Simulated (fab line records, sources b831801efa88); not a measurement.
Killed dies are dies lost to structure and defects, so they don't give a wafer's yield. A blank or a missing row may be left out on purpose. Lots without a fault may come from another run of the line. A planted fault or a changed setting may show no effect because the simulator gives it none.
Tool commonality check | flow gf180mcu | 12 lots, 36 wafers sampled

WHY IT WAS OPENED
At GF_TOP_METAL_CD_MEAS_14 the reading cd_nm is flagged on 2 of 12 lots. Wafers without a fault read 439.8 nm, standard deviation 2.2.
Rule: a lot is flagged when every wafer of it that has a number lies more than 4 standard deviations from that mean, or none has a number. The other lots count as sound.

lot  | measured     | on        | cd_nm (nm), wafer by wafer | flag
L316 | day 28 05:02 | cd_sem-02 | 436.1 438.4 440.4          |
L317 | day 28 07:32 | cd_sem-01 | 442.8 441.5 441.9          |
L318 | day 28 20:52 | cd_sem-01 | 441.0 440.4 441.6          |
L320 | day 29 15:33 | cd_sem-01 | 435.8 436.2 438.2          |
L319 | day 29 16:42 | cd_sem-02 | 441.8 438.3 440.2          |
L323 | day 30 21:21 | cd_sem-01 | 442.7 443.6 442.5          |
L325 | day 31 12:22 | cd_sem-02 | 440.4 442.5 443.3          |
L326 | day 31 15:18 | cd_sem-02 | 433.4 436.2 434.7          |
L327 | day 31 23:21 | cd_sem-02 | 455.6 455.4 455.5          | FLAGGED
L331 | day 32 18:51 | cd_sem-01 | 455.1 454.7 453.6          | FLAGGED
L335 | day 33 11:18 | cd_sem-01 | 441.0 440.0 441.0          |
L338 | day 34 02:21 | cd_sem-01 | 438.5 438.6 437.5          |
The numbers of the flagged lots are 455.0 nm on average: +15.2 nm against the usual, or +7 standard deviations.

WHICH TOOL RAN EACH LOT
The record holds 2 process steps before the reading, out of a route of 602 steps. In each cell: the tool, then ch and the chambers that the sampled wafers went through, then the start.
lot  | flag    | GF_TOP_METAL_SPUTTER_04      | GF_TOP_METAL_EXPOSE_11
L316 |         | pvd_sputter-02, day 27 09:08 | iline_stepper-02 ch 0, day 27 19:23
L317 |         | pvd_sputter-01, day 27 12:13 | iline_stepper-02 ch 0, day 27 22:17
L318 |         | pvd_sputter-03, day 28 02:26 | iline_stepper-02 ch 0, day 28 12:01
L320 |         | pvd_sputter-03, day 28 21:24 | iline_stepper-01 ch 0, day 29 06:49
L319 |         | pvd_sputter-02, day 28 22:19 | iline_stepper-01 ch 0, day 29 08:09
L323 |         | pvd_sputter-01, day 30 03:41 | iline_stepper-01 ch 0, day 30 12:32
L325 |         | pvd_sputter-03, day 30 18:38 | iline_stepper-02 ch 0, day 31 03:44
L326 |         | pvd_sputter-01, day 30 21:43 | iline_stepper-01 ch 0, day 31 06:43
L327 | FLAGGED | pvd_sputter-02, day 31 06:12 | iline_stepper-01 ch 0, day 31 15:00
L331 | FLAGGED | pvd_sputter-03, day 32 02:00 | iline_stepper-01 ch 0, day 32 10:43
L335 |         | pvd_sputter-03, day 32 19:35 | iline_stepper-02 ch 0, day 33 04:07
L338 |         | pvd_sputter-01, day 33 11:13 | iline_stepper-02 ch 0, day 33 19:34
What these steps do:
- GF_TOP_METAL_SPUTTER_04: material TiN, target thk 25 nm, time 20.8 s.
- GF_TOP_METAL_EXPOSE_11: exposes mask MetalTop, target cd 440 nm.
- GF_TOP_METAL_CD_MEAS_14: target cd 440 nm.

FLAGGED OVER TOTAL, TOOL BY TOOL (the gauges that took the reading come last)
step                    | tool             | lots run | flagged | share of the flagged lots | sound lots run after its first flagged lot
GF_TOP_METAL_SPUTTER_04 | pvd_sputter-01   | 4        | 0       | none                      | -
GF_TOP_METAL_SPUTTER_04 | pvd_sputter-02   | 3        | 1       | some                      | 0
GF_TOP_METAL_SPUTTER_04 | pvd_sputter-03   | 5        | 1       | some                      | 1 (L335)
GF_TOP_METAL_EXPOSE_11  | iline_stepper-01 | 6        | 2       | all                       | 0
GF_TOP_METAL_EXPOSE_11  | iline_stepper-02 | 6        | 0       | none                      | -
GF_TOP_METAL_CD_MEAS_14 | cd_sem-01        | 7        | 1       | some                      | 2 (L335,L338)
GF_TOP_METAL_CD_MEAS_14 | cd_sem-02        | 5        | 1       | some                      | 0

WHAT THE TABLE ALLOWS
1 row of the table ran every flagged lot: iline_stepper-01 at GF_TOP_METAL_EXPOSE_11.
- iline_stepper-01 at GF_TOP_METAL_EXPOSE_11: 2 of its 6 lots flagged. Its last sound lot is L326 (day 31 06:43), its first flagged lot L327 (day 31 15:00): a fault that began between those two fits. Its own readings lie more than 4 standard deviations out on every wafer of the flagged lots: exposure_dose_mJ_cm2.
One tool is left: iline_stepper-01 at GF_TOP_METAL_EXPOSE_11.

WHAT THE SIMULATOR HAD PUT IN
Process parameter drift: iline_stepper-01, from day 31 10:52 on, at GF_TOP_METAL_EXPOSE_11. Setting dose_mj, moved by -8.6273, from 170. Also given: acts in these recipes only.
Lots struck among those shown: L327, L331. The rule above found the same.
